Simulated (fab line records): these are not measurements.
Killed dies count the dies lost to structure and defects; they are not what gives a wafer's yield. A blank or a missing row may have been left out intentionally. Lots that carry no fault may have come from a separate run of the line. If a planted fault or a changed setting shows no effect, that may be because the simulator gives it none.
Tool commonality check || flow sky130 || 12 lots, 36 wafers sampled

THE REASON FOR OPENING IT
At SKY_LOCAL_INTERCONNECT_CD_MEAS_11 the reading cd nm is flagged on 1 of 12 lots. Wafers without a fault read 170.5 nm, standard deviation 1.3.
Rule: a lot gets a flag if all its wafers with a number sit over 4 standard deviations from that mean, or if no wafer of it has a number. As for the other lots, they are considered sound.

{"lot": "L713", "measured": "day 29 13:32", "on": "cd sem-02", "cd nm (nm), wafer by wafer": "170.6 170.6 170.9", "flag": ""}
{"lot": "L714", "measured": "day 30 06:52", "on": "cd sem-02", "cd nm (nm), wafer by wafer": "168.0 168.7 168.7", "flag": ""}
{"lot": "L715", "measured": "day 30 20:56", "on": "cd sem-01", "cd nm (nm), wafer by wafer": "169.5 169.5 169.8", "flag": ""}
{"lot": "L718", "measured": "day 31 22:41", "on": "cd sem-02", "cd nm (nm), wafer by wafer": "170.0 170.4 169.9", "flag": ""}
{"lot": "L720", "measured": "day 32 15:46", "on": "cd sem-01", "cd nm (nm), wafer by wafer": "171.3 170.4 170.9", "flag": ""}
{"lot": "L723", "measured": "day 34 03:19", "on": "cd sem-01", "cd nm (nm), wafer by wafer": "141.0 103.7 62.0", "flag": "FLAGGED"}
{"lot": "L724", "measured": "day 34 04:16", "on": "cd sem-02", "cd nm (nm), wafer by wafer": "170.1 171.4 169.8", "flag": ""}
{"lot": "L726", "measured": "day 34 12:56", "on": "cd sem-02", "cd nm (nm), wafer by wafer": "172.3 172.9 172.4", "flag": ""}
{"lot": "L731", "measured": "day 36 09:37", "on": "cd sem-01", "cd nm (nm), wafer by wafer": "169.7 170.0 171.5", "flag": ""}
{"lot": "L734", "measured": "day 37 02:32", "on": "cd sem-02", "cd nm (nm), wafer by wafer": "170.3 170.8 170.0", "flag": ""}
{"lot": "L735", "measured": "day 37 10:14", "on": "cd sem-01", "cd nm (nm), wafer by wafer": "171.4 170.6 170.9", "flag": ""}
{"lot": "L736", "measured": "day 37 19:35", "on": "cd sem-02", "cd nm (nm), wafer by wafer": "170.9 170.9 170.4", "flag": ""}
Average over the flagged lots: 102.2 nm; offset from the usual -68.3 nm, equal to -53 standard deviations.

TOOL THAT RAN EACH LOT
Before the reading, the record contains 2 process steps out of a 708-step route. Every cell lists first the tool, next ch and the chambers used by the sampled wafers, and last the start.
{"lot": "L713", "flag": "", "SKY_LI_CONTACT_CVD_21": "cvd w-01 ch 0,1, day 28 09:23", "SKY_LOCAL_INTERCONNECT_EXPOSE_08": "krf scanner-01 ch 0, day 29 00:09"}
{"lot": "L714", "flag": "", "SKY_LI_CONTACT_CVD_21": "cvd w-01 ch 0,1, day 29 03:18", "SKY_LOCAL_INTERCONNECT_EXPOSE_08": "krf scanner-02 ch 0, day 29 17:20"}
{"lot": "L715", "flag": "", "SKY_LI_CONTACT_CVD_21": "cvd w-01 ch 0,1, day 29 16:48", "SKY_LOCAL_INTERCONNECT_EXPOSE_08": "krf scanner-01 ch 0, day 30 07:48"}
{"lot": "L718", "flag": "", "SKY_LI_CONTACT_CVD_21": "cvd w-01 ch 0,1, day 30 18:17", "SKY_LOCAL_INTERCONNECT_EXPOSE_08": "krf scanner-02 ch 0, day 31 09:01"}
{"lot": "L720", "flag": "", "SKY_LI_CONTACT_CVD_21": "cvd w-02 ch 0,1, day 31 12:06", "SKY_LOCAL_INTERCONNECT_EXPOSE_08": "krf scanner-01 ch 0, day 32 02:16"}
{"lot": "L723", "flag": "FLAGGED", "SKY_LI_CONTACT_CVD_21": "cvd w-02 ch 0,1, day 33 00:05", "SKY_LOCAL_INTERCONNECT_EXPOSE_08": "krf scanner-01 ch 0, day 33 14:08"}
{"lot": "L724", "flag": "", "SKY_LI_CONTACT_CVD_21": "cvd w-01 ch 0,1, day 33 01:05", "SKY_LOCAL_INTERCONNECT_EXPOSE_08": "krf scanner-02 ch 0, day 33 15:09"}
{"lot": "L726", "flag": "", "SKY_LI_CONTACT_CVD_21": "cvd w-02 ch 0,1, day 33 09:36", "SKY_LOCAL_INTERCONNECT_EXPOSE_08": "krf scanner-02 ch 0, day 33 23:59"}
{"lot": "L731", "flag": "", "SKY_LI_CONTACT_CVD_21": "cvd w-02 ch 0,1, day 35 04:49", "SKY_LOCAL_INTERCONNECT_EXPOSE_08": "krf scanner-01 ch 0, day 35 19:20"}
{"lot": "L734", "flag": "", "SKY_LI_CONTACT_CVD_21": "cvd w-02 ch 0,1, day 35 21:23", "SKY_LOCAL_INTERCONNECT_EXPOSE_08": "krf scanner-01 ch 0, day 36 12:40"}
{"lot": "L735", "flag": "", "SKY_LI_CONTACT_CVD_21": "cvd w-01 ch 0,1, day 36 05:58", "SKY_LOCAL_INTERCONNECT_EXPOSE_08": "krf scanner-01 ch 0, day 36 20:34"}
{"lot": "L736", "flag": "", "SKY_LI_CONTACT_CVD_21": "cvd w-01 ch 0,1, day 36 14:56", "SKY_LOCAL_INTERCONNECT_EXPOSE_08": "krf scanner-01 ch 0, day 37 06:16"}
What is done by these steps:
- SKY_LI_CONTACT_CVD_21: deposits W, target thk 400 nm, time 120.56 s.
- SKY_LOCAL_INTERCONNECT_EXPOSE_08: exposes mask LI1M, target cd 170 nm.
- SKY_LOCAL_INTERCONNECT_CD_MEAS_11: target cd 170 nm.

FLAGGED AGAINST TOTAL, ONE TOOL AT A TIME (gauges that did the reading follow at the end)
{"step": "SKY_LI_CONTACT_CVD_21", "tool": "cvd w-01", "lots run": 7, "flagged": 0, "share of the flagged lots": "none", "sound lots run after its first flagged lot": "-"}
{"step": "SKY_LI_CONTACT_CVD_21", "tool": "cvd w-02", "lots run": 5, "flagged": 1, "share of the flagged lots": "all", "sound lots run after its first flagged lot": "3 (L726,L731,L734)"}
{"step": "SKY_LOCAL_INTERCONNECT_EXPOSE_08", "tool": "krf scanner-01", "lots run": 8, "flagged": 1, "share of the flagged lots": "all", "sound lots run after its first flagged lot": "4 (L731,L734,L735,L736)"}
{"step": "SKY_LOCAL_INTERCONNECT_EXPOSE_08", "tool": "krf scanner-02", "lots run": 4, "flagged": 0, "share of the flagged lots": "none", "sound lots run after its first flagged lot": "-"}
{"step": "SKY_LOCAL_INTERCONNECT_CD_MEAS_11", "tool": "cd sem-01", "lots run": 5, "flagged": 1, "share of the flagged lots": "all", "sound lots run after its first flagged lot": "2 (L731,L735)"}
{"step": "SKY_LOCAL_INTERCONNECT_CD_MEAS_11", "tool": "cd sem-02", "lots run": 7, "flagged": 0, "share of the flagged lots": "none", "sound lots run after its first flagged lot": "-"}

WHAT THE TABLE ALLOWS
cvd w-02 at SKY_LI_CONTACT_CVD_21, krf scanner-01 at SKY_LOCAL_INTERCONNECT_EXPOSE_08 and cd sem-01 at SKY_LOCAL_INTERCONNECT_CD_MEAS_11: these 3 rows of the table ran every flagged lot.
- cvd w-02 at SKY_LI_CONTACT_CVD_21 ran 5 lots, 1 of them flagged. Lots that were sound ran on it after the first flagged one (L726, L731, L734); a persistent fault on the entire tool would not allow that.
- krf scanner-01 at SKY_LOCAL_INTERCONNECT_EXPOSE_08 ran 8 lots, 1 of them flagged. Lots that were sound ran on it after the first flagged one (L731, L734, L735, L736); a persistent fault on the entire tool would not allow that. Its own readings lie more than 4 standard deviations out on every wafer of the flagged lots: exposure dose mJ cm2.
- cd sem-01 at SKY_LOCAL_INTERCONNECT_CD_MEAS_11 ran 5 lots, 1 of them flagged. Lots that were sound ran on it after the first flagged one (L731, L735); a persistent fault on the entire tool would not allow that.
Not one row of the table ran every flagged lot while running no sound lot after the first.

WHAT HAD BEEN PUT IN BY THE SIMULATOR
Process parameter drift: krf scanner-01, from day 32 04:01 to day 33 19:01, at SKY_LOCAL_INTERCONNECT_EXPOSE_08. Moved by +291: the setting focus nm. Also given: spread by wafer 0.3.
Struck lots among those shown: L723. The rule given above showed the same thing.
